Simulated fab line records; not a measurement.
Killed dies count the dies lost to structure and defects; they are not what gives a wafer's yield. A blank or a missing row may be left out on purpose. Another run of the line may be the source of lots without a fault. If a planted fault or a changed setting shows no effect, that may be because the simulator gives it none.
Matching of chambers || flow sky130 || cmp-01 running SKY_VIA4_CMP_02: 4 sister chambers
The step polishes SiO2. 4 wafers are shown with their chamber, then 12 later ones without.

## WAFERS PAIRED WITH THEIR CHAMBERS
{"wafer": "L086.4", "chamber": 0, "motor_current_A (A)": 14.4}
{"wafer": "L086.5", "chamber": 1, "motor_current_A (A)": 11.7}
{"wafer": "L088.4", "chamber": 3, "motor_current_A (A)": 11.0}
{"wafer": "L088.5", "chamber": 2, "motor_current_A (A)": 11.2}

## WAFERS WITH NO CHAMBER GIVEN
{"wafer": "L091.1", "motor_current_A (A)": 11.4}
{"wafer": "L091.3", "motor_current_A (A)": 14.6}
{"wafer": "L091.6", "motor_current_A (A)": 11.7}
{"wafer": "L094.2", "motor_current_A (A)": 11.9}
{"wafer": "L094.3", "motor_current_A (A)": 11.8}
{"wafer": "L094.4", "motor_current_A (A)": 11.4}
{"wafer": "L096.1", "motor_current_A (A)": 10.9}
{"wafer": "L096.4", "motor_current_A (A)": 14.7}
{"wafer": "L096.6", "motor_current_A (A)": 12.1}
{"wafer": "L097.1", "motor_current_A (A)": 12.0}
{"wafer": "L097.3", "motor_current_A (A)": 14.9}
{"wafer": "L097.4", "motor_current_A (A)": 11.6}

## EACH ONE'S CHAMBER
{"wafer": "L091.1", "from the rows above": "can't be placed: 2 or 1 or 3", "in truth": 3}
{"wafer": "L091.3", "from the rows above": 0, "in truth": 0}
{"wafer": "L091.6", "from the rows above": "can't be placed: 1 or 2", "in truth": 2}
{"wafer": "L094.2", "from the rows above": "can't be placed: 1 or 2", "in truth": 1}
{"wafer": "L094.3", "from the rows above": "can't be placed: 1 or 2", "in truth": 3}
{"wafer": "L094.4", "from the rows above": "can't be placed: 2 or 1 or 3", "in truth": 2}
{"wafer": "L096.1", "from the rows above": "can't be placed: 3 or 2", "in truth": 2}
{"wafer": "L096.4", "from the rows above": 0, "in truth": 0}
{"wafer": "L096.6", "from the rows above": "can't be placed: 1 or 2", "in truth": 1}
{"wafer": "L097.1", "from the rows above": "can't be placed: 1 or 2", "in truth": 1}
{"wafer": "L097.3", "from the rows above": 0, "in truth": 0}
{"wafer": "L097.4", "from the rows above": "can't be placed: 1 or 2 or 3", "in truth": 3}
3 of 12 placed correctly. Can't be placed from these rows: 9 (the true chamber is among the candidates in 8). Wrongly placed: 0.
How it was worked out, from the rows above alone: a wafer's distance from a chamber is the root of the sum, over the readings, of the square of ((its reading less the chamber's mean) divided by the reading's scatter). The wafer belongs to the nearest chamber; if the next one is less than 2 further off, it can't be placed. For every chamber, the mean is computed from those of its wafers that are shown. The scatter (one wafer shown for each chamber): square how far every hidden wafer sits from the nearest shown wafer, average those squares and take the square root.
